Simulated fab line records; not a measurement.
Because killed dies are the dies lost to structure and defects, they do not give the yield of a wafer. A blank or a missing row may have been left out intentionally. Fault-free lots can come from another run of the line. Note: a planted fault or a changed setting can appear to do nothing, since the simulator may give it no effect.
Which tool is to blame? -- flow sky130 -- 18 wafers from 6 lots sampled at 2 of the route's 708 steps

== WHAT THE GAUGES SHOWED, per wafer ==
SKY_VT_ADJUST_NCORE_CD_MEAS_07: the cd target is 380 nm.
lot,measured,on,cdNm (nm)
L724,day 9 04:45,cdSem-02,381 382 381
L727,day 9 19:05,cdSem-01,381 381 382
L737,day 13 03:59,cdSem-01,- - -
L739,day 13 14:46,cdSem-01,- - -
L743,day 14 20:20,cdSem-01,381 382 384
L745,day 15 07:44,cdSem-02,378 375 376

== EACH LOT AND THE TOOL THAT RAN IT (in order: tool; ch and the chambers of the sampled wafers; start) ==
lot,SKY_VT_ADJUST_NCORE_COAT_02
L724,"lithoTrack-03 ch 0, day 8 18:31"
L727,"lithoTrack-01 ch 0, day 9 08:14"
L737,"lithoTrack-01, day 12 15:11"
L739,"lithoTrack-01, day 13 02:34"
L743,"lithoTrack-02 ch 0, day 14 07:14"
L745,"lithoTrack-02 ch 0, day 14 17:50"
- SKY_VT_ADJUST_NCORE_COAT_02: resist thk 1140 nm.

== THE ANSWER, worked out from the rows above alone ==
Rule: the lots themselves supply what counts as usual. Put in order of their means at a reading, lots are off if they are a third of the lots or fewer, leave a main group of 4 or more, and stand apart from it by a gap of 3 or more times the standard deviation of the main group's means; of several such gaps the widest counts. A main group is skipped when, at the precision printed for the reading in the tables above, its means are all equal. Also off: a lot with no number at a reading for which 4 or more lots have one. Any other lot the step has rows for is counted as sound.
Off: L737, L739 (SKY_VT_ADJUST_NCORE_CD_MEAS_07, cdNm). Without a number there: L737, L739. Main group: mean 380 nm, sd 2.3.
If a tool, at a process step before that reading, ran all the lots that are off and no sound lot after the first of them, it fits. Gauges at SKY_VT_ADJUST_NCORE_CD_MEAS_07: tried the same way as those tools. One fits: SKY_VT_ADJUST_NCORE_COAT_02 on lithoTrack-01. Its last sound lot is L727 (day 9 08:14), its first lot that is off L737 (day 12 15:11): a fault that began between those two fits.

== WHAT THE SIMULATOR HAD PUT IN ==
Skipped step whole: lithoTrack-01, from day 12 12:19 on, at SKY_VT_ADJUST_NCORE_COAT_02. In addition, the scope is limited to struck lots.
Struck lots among those shown: L737, L739. The same result came from the rule above.
